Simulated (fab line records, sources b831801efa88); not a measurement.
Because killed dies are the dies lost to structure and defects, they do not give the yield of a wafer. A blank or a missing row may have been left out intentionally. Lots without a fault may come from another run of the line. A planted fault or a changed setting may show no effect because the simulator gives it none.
A lot that was struck, set against a sound lot    flow sky130    15 steps out of a route of 708
Sound: the wafers L414.3, L414.4, L414.5. Struck: wafer L429.5. (L429.4 of the same lot was not struck and is left out.) The cause comes at the end.
At each step with rows: each side's tool, then ch and its chambers, then its first start. Under that, the readings that differ: sound wafers    struck wafers    difference of the means    sigmas: that difference in standard deviations of wafers without a fault.
alike: readings with means less than 2 such deviations apart, plus words and numbers identical on both sides. not compared: withheld readings, readings lacking a value on some wafer, bounds such as >300 that could conceal the same value, and numbers that have no deviation in the record and whose values overlap.
The two part at a step that has a row with sigmas, a row that says differs or no value, or rows on one side only. Numbers that don't overlap but have no deviation are shown without sigmas and don't part them. A reading missing from all wafers of one side parts the sides only when that side holds two or more wafers.

first, 4 steps without rows for these wafers: SKY_LI_CONTACT_SOFTBAKE_08 (time 90 s); SKY_LI_CONTACT_EXPOSE_09 (exposes mask LICM1, target cd 170 nm); SKY_LI_CONTACT_PEB_10; SKY_LI_CONTACT_DEVELOP_11 (develop time 60 s).
SKY_LI_CONTACT_CD_MEAS_12: target cd 170 nm.
  struck on cd_sem-02, day 34 17:27; sound on cd_sem-01, day 29 04:29
  alike: cd_nm
SKY_LI_CONTACT_OVL_MEAS_13:
  struck on overlay-01, day 34 17:32; sound on overlay-02, day 29 04:35
  alike: LI_CONTACT_OVL
SKY_LI_CONTACT_ETCH_14: etches BARC in N2/H2, stops on SiO2, time 45.9 s, target depth 60 nm.
  sound on rie_diel-01 ch 0,1,2, day 29 04:37; struck on rie_diel-03 ch 1, day 34 17:32
reading                 sound                 struck  difference  sigmas
throttle_valve_pct (%)  13.251 13.231 13.221  13.216  -0.018      -2
  alike: drypump_motor_current_A, n2_flow_sccm, oes_product_au
  not compared: rf_hours_counter_h
SKY_LI_CONTACT_ETCH_15: etches PSG in C4F8/O2/Ar, stops on Si, target depth 600 nm.
  sound on rie_diel-01 ch 0,1,2, day 29 04:39; struck on rie_diel-03 ch 1, day 34 17:35
  alike: oes_product_au
SKY_LI_CONTACT_STRIP_16: strips in O2/N2.
  sound on plasma_asher-04 ch 0,1, day 29 04:46; struck on plasma_asher-04 ch 1, day 34 17:42
  alike: drypump_motor_current_A, n2_flow_sccm, oes_product_au, strip_time_to_endpoint_s
  not compared: rf_hours_counter_h
then, 2 steps without rows for these wafers: SKY_LI_CONTACT_CLEAN_17 (cleans in NMP, time 600 s); SKY_LI_CONTACT_PRE_CLEAN_18 (time 5.6 s).
SKY_LI_CONTACT_SPUTTER_19: material Ti, target thk 20 nm, time 106.37 s.
  struck on pvd_sputter-02, day 34 17:58; sound on pvd_sputter-01, day 29 05:02
reading                 sound           struck  difference  sigmas
throttle_valve_pct (%)  28.9 30.1 29.0  32.0    +2.7        +2
SKY_LI_CONTACT_SPUTTER_20: material TiN, target thk 20 nm, time 80 s.
  struck on pvd_sputter-02, day 34 18:02; sound on pvd_sputter-01, day 29 05:07
reading                                         sound              struck  difference  sigmas
model.TiN_of_LI_CONTACT_SPUTTER_20.thk_nm (nm)  19.99 19.95 20.09  19.56   -0.45       
  alike: throttle_valve_pct
SKY_LI_CONTACT_CVD_21: deposits W, target thk 400 nm, time 120.56 s.
  sound on cvd_w-02 ch 0,1, day 29 05:13; struck on cvd_w-01 ch 1, day 34 18:08
  alike: heater_power_w
-- record jumps: 15 days separate the struck wafers' starts on either side; left off in module LI_CONTACT, taken up again in module PAD_OPEN, whose first shown step is the route's number 708 --
SKY_PAD_OPEN_PROBE_99:
  struck on prober-01, day 49 15:58; sound on prober-01, day 45 20:07
  alike: killed_at_M0_to_M3, killed_at_M4_up, killed_at_contacts, killed_at_front_end, killed_at_other, killed_dies, killed_open, killed_short

== WHERE THEY PART ==
Last at SKY_LI_CONTACT_SPUTTER_19 as far as this record goes, first at SKY_LI_CONTACT_ETCH_14. Later steps at which nothing parts them and some readings are alike: SKY_LI_CONTACT_SPUTTER_20, SKY_LI_CONTACT_CVD_21, SKY_PAD_OPEN_PROBE_99.

WHY: whatever the simulator had introduced
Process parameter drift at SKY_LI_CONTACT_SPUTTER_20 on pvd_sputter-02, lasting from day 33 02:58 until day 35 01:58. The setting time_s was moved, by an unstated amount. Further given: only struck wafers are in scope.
